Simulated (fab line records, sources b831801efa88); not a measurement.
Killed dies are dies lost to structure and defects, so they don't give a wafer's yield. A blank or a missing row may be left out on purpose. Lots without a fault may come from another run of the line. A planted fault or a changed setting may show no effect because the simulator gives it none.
Chamber matching | flow sky130 | SKY_LI_CONTACT_HDPCVD_00 on hdpcvd-02: 3 sister chambers
The step deposits PSG, target thk 930 nm, time 155 s. 6 wafers are shown with their chamber, then 8 later ones without.

WAFERS WITH THEIR CHAMBER
wafer  | chamber | run_length_s (s)
L881.4 | 2       | 182.0
L881.5 | 1       | 183.0
L896.3 | 0       | 182.9
L896.4 | 0       | 182.9
L896.5 | 2       | 182.3
L897.1 | 1       | 182.7

WAFERS WITHOUT THEIR CHAMBER
wafer  | run_length_s (s)
L897.3 | 182.2
L897.5 | 181.9
L898.4 | 181.9
L898.5 | 182.7
L898.6 | 183.6
L899.2 | 183.2
L899.5 | 183.0
L899.6 | 182.4

WHICH CHAMBER EACH WENT THROUGH
wafer  | from the rows above          | in truth
L897.3 | 2                            | 2
L897.5 | 2                            | 2
L898.4 | 2                            | 2
L898.5 | can't be placed: 1 or 0      | 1
L898.6 | can't be placed: 0 or 1      | 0
L899.2 | can't be placed: 0 or 1      | 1
L899.5 | can't be placed: 0 or 1      | 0
L899.6 | can't be placed: 2 or 1 or 0 | 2
Placed correctly: 3 of 8. Can't be placed from these rows: 5 (the true chamber is among the candidates in 5). Placed wrongly: 0.
How it was worked out, from the rows above alone: a wafer's distance from a chamber is the root of the sum, over the readings, of the square of ((its reading less the chamber's mean) divided by the reading's scatter). The wafer belongs to the nearest chamber; if the next one is less than 2 further off, it can't be placed. A chamber's mean is the mean of its shown wafers. The scatter: the root of (the sum of the squares of (reading less its chamber's mean) over the shown wafers, divided by (wafers less chambers)).
